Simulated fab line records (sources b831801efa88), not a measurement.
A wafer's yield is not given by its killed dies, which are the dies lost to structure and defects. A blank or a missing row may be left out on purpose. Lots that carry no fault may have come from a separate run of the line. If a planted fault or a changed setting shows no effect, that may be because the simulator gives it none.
Which of the tools did it? | flow gf180mcu | 42 wafers from 14 lots sampled at 2 of the route's 602 steps

== WHAT THE GAUGES READ, wafer by wafer ==
GF_V1_THK_MEAS_03. Usual: V1_CVD_02_THK gives 850 nm (standard deviation 11).
lot  | measured     | on            | V1_CVD_02_THK (nm) | flag
L508 | day 16 22:44 | film_metro-03 | 843 854 861        |
L509 | day 17 13:40 | film_metro-04 | 839 825 851        |
L510 | day 17 17:56 | film_metro-04 | 860 859 865        |
L512 | day 18 18:34 | film_metro-02 | 833 838 843        |
L516 | day 20 06:55 | film_metro-03 | 847 857 852        |
L520 | day 21 12:49 | film_metro-03 | 850 847 855        |
L523 | day 22 12:59 | film_metro-04 | 838 839 841        |
L525 | day 24 00:02 | film_metro-04 | 843 850 860        |
L526 | day 24 01:12 | film_metro-04 | 849 854 860        |
L527 | day 24 06:34 | film_metro-03 | 854 862 862        |
L528 | day 24 08:05 | film_metro-03 | 833 842 858        |
L529 | day 24 10:34 | film_metro-04 | 835 856 854        |
L530 | day 25 02:19 | film_metro-02 | 853 856 859        |
L531 | day 25 14:45 | film_metro-02 | 843 844 862        |

GF_V1_CD_MEAS_14: target cd 260 nm. Usual: cd_nm 259.7 nm, standard deviation 1.4.
lot  | measured     | on        | cd_nm (nm)        | flag
L508 | day 17 21:24 | cd_sem-02 | 260.5 261.0 261.3 |
L509 | day 18 13:20 | cd_sem-01 | 261.1 260.5 260.0 |
L510 | day 18 17:58 | cd_sem-02 | 260.5 261.2 262.4 |
L512 | day 19 19:01 | cd_sem-02 | 257.4 259.1 258.7 |
L516 | day 21 07:03 | cd_sem-02 | 259.1 261.6 260.0 |
L520 | day 22 11:48 | cd_sem-01 | 261.4 262.2 260.6 |
L523 | day 23 12:13 | cd_sem-01 | 258.7 257.7 257.6 |
L525 | day 24 22:52 | cd_sem-01 | 259.8 259.4 260.4 |
L526 | day 24 23:36 | cd_sem-01 | 260.2 260.4 259.0 |
L527 | day 25 05:20 | cd_sem-02 | 257.5 256.8 258.8 |
L528 | day 25 05:47 | cd_sem-02 | 258.8 258.5 259.3 |
L529 | day 25 08:36 | cd_sem-01 | 261.0 261.7 261.2 |
L530 | day 26 00:06 | cd_sem-01 | 259.6 258.4 259.7 |
L531 | day 26 11:45 | cd_sem-02 | 258.9 258.0 259.7 |

== WHAT TOOL EACH LOT RAN ON (gives the tool, then ch and the chambers of the sampled wafers, and finally the start) ==
Record: no process step prior to these readings.

== AS READ BY THE TOOLS THEMSELVES (means over the sampled wafers that have a number; for cases with no such wafer, the mark the record gives instead) ==
The record holds no such reading with a usual standard deviation.

== THE ANSWER, worked out from the rows above alone ==
Rule: take the mean of a lot's wafers that have a number; if it is more than 3 standard deviations from the usual mean, the lot is off. A lot without any number at a reading at which 4 lots or more have one is off too. The other lots that the step has rows for count as sound. Order of review: gauges by route order, followed by the tools' own readings, for which a lot's mean as printed above is used. The first step at which some lot is off is used, and at that step the reading that is off furthest; a lot without a number counts as furthest.
No lot is off on any of the readings shown, so nothing can be concluded from this.

== WHAT THE SIMULATOR PUT IN ==
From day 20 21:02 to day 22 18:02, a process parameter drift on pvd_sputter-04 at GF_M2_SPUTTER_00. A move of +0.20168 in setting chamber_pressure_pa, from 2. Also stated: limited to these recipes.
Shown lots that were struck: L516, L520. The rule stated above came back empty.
